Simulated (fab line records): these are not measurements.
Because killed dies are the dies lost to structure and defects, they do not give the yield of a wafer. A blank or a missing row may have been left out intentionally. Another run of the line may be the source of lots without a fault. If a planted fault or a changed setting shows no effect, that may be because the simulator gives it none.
Chamber matching + flow sky130 + 4 sister chambers for SKY_POLY_CUT_ETCH_10 on rie_diel-02
The step etches BARC in N2/H2, stops on SiO2, time 45.9 s, target depth 60 nm. 4 wafers are shown with their chamber, then 7 later ones without.

== WAFERS, EACH WITH ITS CHAMBER ==
| wafer  | chamber | drypump_motor_current_A (A) |
|--------|---------|-----------------------------|
| L822.3 | 2       | 5.2                         |
| L839.6 | 1       | 6.0                         |
| L838.1 | 0       | 6.7                         |
| L838.2 | 3       | 5.0                         |

== WAFERS MISSING THEIR CHAMBER ==
| wafer  | drypump_motor_current_A (A) |
|--------|-----------------------------|
| L838.5 | 6.7                         |
| L843.2 | 6.0                         |
| L843.4 | 5.1                         |
| L843.5 | 6.0                         |
| L844.3 | 6.0                         |
| L844.4 | 5.1                         |
| L844.6 | 6.7                         |

== CHAMBER TAKEN BY EACH ==
| wafer  | from the rows above     | in truth |
|--------|-------------------------|----------|
| L838.5 | 0                       | 0        |
| L843.2 | 1                       | 1        |
| L843.4 | can't be placed: 3 or 2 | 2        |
| L843.5 | 1                       | 1        |
| L844.3 | 1                       | 1        |
| L844.4 | can't be placed: 3 or 2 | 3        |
| L844.6 | 0                       | 0        |
Correct placement for 5 of the 7. From these rows, 2 cannot be placed; in 2 the true chamber is one of the candidates. Number placed wrongly: 0.
How it was worked out, from the rows above alone: a wafer's distance from a chamber is the root of the sum, over the readings, of the square of ((its reading less the chamber's mean) divided by the reading's scatter). If the next closest chamber is less than 2 further off than the closest, the wafer can't be placed; otherwise it belongs to the closest. A chamber's mean is the mean of its shown wafers. The scatter (one wafer shown for each chamber): square how far every hidden wafer sits from the nearest shown wafer, average those squares and take the square root.
